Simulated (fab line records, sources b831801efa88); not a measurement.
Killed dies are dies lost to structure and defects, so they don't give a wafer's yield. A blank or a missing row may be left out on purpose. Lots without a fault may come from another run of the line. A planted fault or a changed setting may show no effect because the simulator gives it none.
Problem report in the 8D (eight disciplines) form, filled by code | flow sky130 | the parts of the form that need people (team, actions taken, sign-off) are left out

1. THE PROBLEM
killed_at_front_end at SKY_PAD_OPEN_PROBE_99 reads a mean of 126 on 6 wafers of 2 lots; wafers without a fault read 14 with a standard deviation of 4.3. That is +26 standard deviations from the usual mean.
First seen on wafer L826.1, day 51 05:51, on prober-01. The record holds 10 wafers of 4 lots with a number at this step. Rule for "out", or "out of limits": more than 4 standard deviations from the usual mean. The other wafers with a number count as sound.

2. WHAT IT IS AND WHAT IT IS NOT
question                    | is                               | is not
which readings at this step | killed_at_front_end, killed_dies | killed_at_M4_up, killed_at_contacts, killed_at_other
which lots                  | L823, L826                       | L817, L819
which wafers of those lots  | all that have a number           | -
read on which tools         | prober-01, prober-02             | -
when                        | from day 51 05:51                | up to then (4 sound wafers)

3. SUSPECTS, AND WHAT RULES EACH OUT
Counting: a tool at a process step up to the reading stays a suspect if it ran every lot that is out and no sound lot after the first of them.
- furnace-02 at SKY_FIELD_ISO_OXIDATION_01 (stabilise 600 s, purge 300 s, target thk 12 nm): kept. It ran every lot that is out, first L823 (day 5 04:52), and no sound lot after that.
Left after counting: furnace-02 at SKY_FIELD_ISO_OXIDATION_01.

4. THE CAUSE (what the simulator had put in)
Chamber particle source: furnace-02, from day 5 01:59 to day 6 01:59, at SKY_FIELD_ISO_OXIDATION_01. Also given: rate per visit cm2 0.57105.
Counting left only this tool.

5. THE CHAIN OF EFFECTS, in route order
Each row: a reading whose mean over the struck wafers that have a number lies more than 3 standard deviations from the usual. Only readings for which the record gives a usual standard deviation are gone through. hours: the time from each lot's start at the first step in this table that gives one to its start at this step, as a median over the lots. sigmas: the change in usual standard deviations.
hours | step                  | reading             | usual | on struck wafers | change | sigmas
0     | SKY_PAD_OPEN_PROBE_99 | killed_at_front_end | 14    | 126              | +112   | +26
0     | SKY_PAD_OPEN_PROBE_99 | killed_dies         | 86    | 184              | +98    | +10
0     | SKY_PAD_OPEN_PROBE_99 | killed_on_rim       | 17    | 37               | +20    | +5.3
The process steps in it:
- SKY_PAD_OPEN_PROBE_99

6. WHAT WOULD HAVE CAUGHT IT SOONER
In this record the first reading out of limits was taken at day 51 05:51, 1108 hours after the fault began at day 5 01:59.
Of the tool readings at SKY_FIELD_ISO_OXIDATION_01 for which the record gives a usual standard deviation, none was out on any struck wafer, so an alarm limit of 4 standard deviations on them would not have fired.
All the lots that are out (2) had begun SKY_FIELD_ISO_OXIDATION_01 on furnace-02 by day 51 05:51. A hold on the tool at that time would have spared none of them.
